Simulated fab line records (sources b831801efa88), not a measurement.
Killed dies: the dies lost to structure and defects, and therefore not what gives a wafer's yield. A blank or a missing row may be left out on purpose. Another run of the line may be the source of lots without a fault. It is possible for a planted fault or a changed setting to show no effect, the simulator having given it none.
Which of the tools did it? | flow sky130 | 36 wafers from 12 lots sampled at 2 of the route's 708 steps

== WHAT THE GAUGES READ, wafer by wafer ==
SKY_VIA2_OVL_MEAS_13.
lot  | measured     | on         | VIA2_OVL (nm)
L074 | day 36 13:38 | overlay-01 | 17 13 5
L077 | day 37 07:08 | overlay-01 | 0 1 3
L079 | day 38 14:08 | overlay-02 | -2 11 10
L080 | day 38 15:28 | overlay-02 | -6 -9 -9
L083 | day 39 05:08 | overlay-02 | 10 4 8
L085 | day 39 19:38 | overlay-02 | 6 7 15
L087 | day 40 14:04 | overlay-01 | -1 -2 4
L089 | day 40 22:22 | overlay-01 | 14 7 5
L091 | day 41 07:10 | overlay-01 | -8 6 -1
L094 | day 42 10:22 | overlay-01 | 10 9 8
L095 | day 42 13:46 | overlay-01 | 3 5 5
L097 | day 43 01:32 | overlay-02 | 12 12 6

== TOOL THAT RAN EACH LOT (tool first, then ch and the chambers of the sampled wafers, then the start) ==
lot  | SKY_METAL2_SPUTTER_01
L074 | pvd_sputter-04, day 34 07:10
L077 | pvd_sputter-04, day 35 01:01
L079 | pvd_sputter-04, day 36 08:23
L080 | pvd_sputter-02, day 36 10:33
L083 | pvd_sputter-04, day 37 00:41
L085 | pvd_sputter-01, day 37 15:16
L087 | pvd_sputter-04, day 38 10:29
L089 | pvd_sputter-04, day 38 19:35
L091 | pvd_sputter-04, day 39 05:14
L094 | pvd_sputter-02, day 40 08:40
L095 | pvd_sputter-01, day 40 12:25
L097 | pvd_sputter-01, day 41 00:29
- SKY_METAL2_SPUTTER_01: material TiN, target thk 20 nm, time 16.7 s.

== THE ANSWER, worked out from the rows above alone ==
Rule: the usual values come from the lots themselves. The widest of any qualifying gaps counts: lots, ordered by their means at a reading, are off when they make up no more than a third of the lots, leave a main group of 4 or more, and stand apart from it by 3 or more times the standard deviation of that group's means. Not used: any main group whose means are identical at the precision the tables above print for the reading. Also off: a lot with no number at a reading for which 4 or more lots have one. Any other lot the step has rows for is counted as sound.
No lot is off at any reading shown: from this, nothing can be told.

== WHAT THE SIMULATOR HAD PUT IN ==
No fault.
